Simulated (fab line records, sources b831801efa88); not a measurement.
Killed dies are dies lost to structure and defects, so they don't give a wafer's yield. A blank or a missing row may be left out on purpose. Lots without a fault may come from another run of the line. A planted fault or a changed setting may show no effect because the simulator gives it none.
Problem report in the 8D (eight disciplines) form, filled by code | flow gf180mcu | the parts of the form that need people (team, actions taken, sign-off) are left out

1. THE PROBLEM
cathode_dc_power_W at GF_TOP_METAL_SPUTTER_01 reads a mean of 5871.5 W on 6 wafers of 2 lots; wafers without a fault read 6500.0 W with a standard deviation of 1.1. That is -99 or more standard deviations from the usual mean.
The step: material TiN, target thk 30 nm, time 25 s.
First seen on wafer L862.1, day 30 09:11, on pvd_sputter-03. The record holds 18 wafers of 6 lots with a number at this step. Rule for "out", or "out of limits": more than 4 standard deviations from the usual mean. The other wafers with a number count as sound.

2. WHAT IT IS AND WHAT IT IS NOT
question                    | is                     | is not
which readings at this step | cathode_dc_power_W     | chamber_pressure_pa
which lots                  | L862, L867             | L853, L864, L871, L874
which wafers of those lots  | all that have a number | -
read on which tools         | pvd_sputter-03         | pvd_sputter-02
when                        | from day 30 09:11      | up to then (3 sound wafers); but 9 sound wafers of L864, L871, L874 came after

3. SUSPECTS, AND WHAT RULES EACH OUT
Counting: a tool at a process step up to the reading stays a suspect if it ran every lot that is out and no sound lot after the first of them.
- rie_diel-04 at GF_V5_ETCH_17 (etches SiO2 in C4F8/O2/Ar, stops on TiN, target depth 855 nm): ruled out as a lasting fault. Sound lots L864, L874 ran on it after its first lot that is out, L862 (day 30 07:52). GF_V5_ETCH_17 gives no start for some lots, so the hours and the order of its lots are those of GF_V5_STRIP_18.
- pvd_sputter-03 at GF_TOP_METAL_SPUTTER_00 (material Ti, target thk 37.5 nm, time 150 s): kept. It ran every lot that is out, first L862 (day 30 09:05), and no sound lot after that; its last sound lot up to then is L853 (day 28 00:05).
- pvd_sputter-03 at GF_TOP_METAL_SPUTTER_01 (material TiN, target thk 30 nm, time 25 s): kept. It ran every lot that is out, first L862 (day 30 09:11), and no sound lot after that; its last sound lot up to then is L853 (day 28 00:11). Its own readings are out on those wafers: cathode_dc_power_W.
Left after counting: pvd_sputter-03 at GF_TOP_METAL_SPUTTER_00, pvd_sputter-03 at GF_TOP_METAL_SPUTTER_01.

4. THE CAUSE (what the simulator had put in)
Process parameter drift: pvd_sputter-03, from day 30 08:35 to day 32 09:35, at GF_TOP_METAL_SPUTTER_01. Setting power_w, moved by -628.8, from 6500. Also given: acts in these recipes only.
Counting left 2 suspects, and this tool is among them.

5. THE CHAIN OF EFFECTS, in route order
Each row: a reading whose mean over the struck wafers that have a number lies more than 3 standard deviations from the usual. Only readings for which the record gives a usual standard deviation are gone through. hours: the time from each lot's start at the first step in this table that gives one to its start at this step, as a median over the lots. sigmas: the change in usual standard deviations.
hours | step                    | reading            | usual    | on struck wafers | change | sigmas
0     | GF_TOP_METAL_SPUTTER_01 | cathode_dc_power_W | 6500.0 W | 5871.5           | -628.5 | -99 or more
The process steps in it:
- GF_TOP_METAL_SPUTTER_01: material TiN, target thk 30 nm, time 25 s.

6. WHAT WOULD HAVE CAUGHT IT SOONER
In this record the first reading out of limits was taken at day 30 09:11, 1 hour after the fault began at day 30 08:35.
